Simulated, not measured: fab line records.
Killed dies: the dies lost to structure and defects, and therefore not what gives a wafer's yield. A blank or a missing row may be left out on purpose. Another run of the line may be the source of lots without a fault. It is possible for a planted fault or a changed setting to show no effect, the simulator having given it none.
Problem report in the 8D (eight disciplines) form, filled by code    flow sky130    the parts of the form that need people (team, actions taken, sign-off) are left out

== 1. THE PROBLEM ==
Wafers without a fault read 30.000 mTorr, standard deviation 0.025; chamber_pressure_mTorr at SKY_LOCAL_INTERCONNECT_ETCH_13 reads a mean of 23.992 mTorr on 2 wafers belonging to 2 lots. So: -99 or more standard deviations from the usual mean.
The step: etches BARC in N2/H2, stops on SiO2, time 45.9 s, target depth 60 nm.
Earliest sighting: wafer L937.2 on rie_metal-01 at day 32 11:23. The record has a number at this step for 18 wafers belonging to 6 lots. By rule, "out" or "out of limits" means more than 4 standard deviations away from the usual mean. The other wafers with a number count as sound.

== 2. WHAT IT IS, WHAT IT ISN'T ==
question                     is                      is not
which readings at this step  chamber_pressure_mTorr  drypump_motor_current_A, he_backside_leak_sccm, oes_product_au, throttle_valve_pct
which lots                   L937, L940              L934, L941, L947, L954
which wafers of those lots   L937.2, L940.2          L937.1, L937.6, L940.1, L940.4
read on which tools          rie_metal-01            rie_metal-02, rie_metal-04
when                         from day 32 11:23       up to then (5 sound wafers); but 11 sound wafers of L940, L941, L947, L954 came after

== 3. SUSPECTS, AND WHAT RULES EACH OUT ==
Counting: if a tool at a process step up to the reading ran every lot that is out, it stays a suspect. Sound lots after the first of them don't rule it out here, since some wafers of a struck lot are sound.
- rie_metal-01 at SKY_LOCAL_INTERCONNECT_ETCH_13 (etches BARC in N2/H2, stops on SiO2, time 45.9 s, target depth 60 nm): kept. It ran every lot that is out, first L937 (day 32 11:23). Out on those wafers are its own readings of chamber_pressure_mTorr.
- Within rie_metal-01 at SKY_LOCAL_INTERCONNECT_ETCH_13: the wafers that are out ran in chamber 1; their sound lot-mates ran in chamber 0.
After counting, what remains is rie_metal-01 at SKY_LOCAL_INTERCONNECT_ETCH_13.

== 4. THE CAUSE (what the simulator had put in) ==
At SKY_LOCAL_INTERCONNECT_ETCH_13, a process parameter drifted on rie_metal-01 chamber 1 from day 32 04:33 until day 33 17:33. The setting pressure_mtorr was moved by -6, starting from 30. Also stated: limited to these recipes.
After counting, this tool was the only one left.

== 5. THE CHAIN OF EFFECTS, in route order ==
One row per reading whose mean, taken over the struck wafers that have a number, lies over 3 standard deviations from the usual. Scope: only readings with a usual standard deviation given in the record; hours: median across lots of the time from each lot's start at the first step in this table that gives one to its start at this step; sigmas: change in usual standard deviations.
hours  step                            reading                 usual         on struck wafers  change  sigmas
0      SKY_LOCAL_INTERCONNECT_ETCH_13  chamber_pressure_mTorr  30.000 mTorr  23.992            -6.008  -99 or more
The process steps in it:
- SKY_LOCAL_INTERCONNECT_ETCH_13: etches BARC in N2/H2, stops on SiO2, time 45.9 s, target depth 60 nm.

== 6. HOW IT WOULD HAVE BEEN CAUGHT EARLIER ==
The fault began at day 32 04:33; the first out-of-limits reading in this record came at day 32 11:23, 7 hours later.
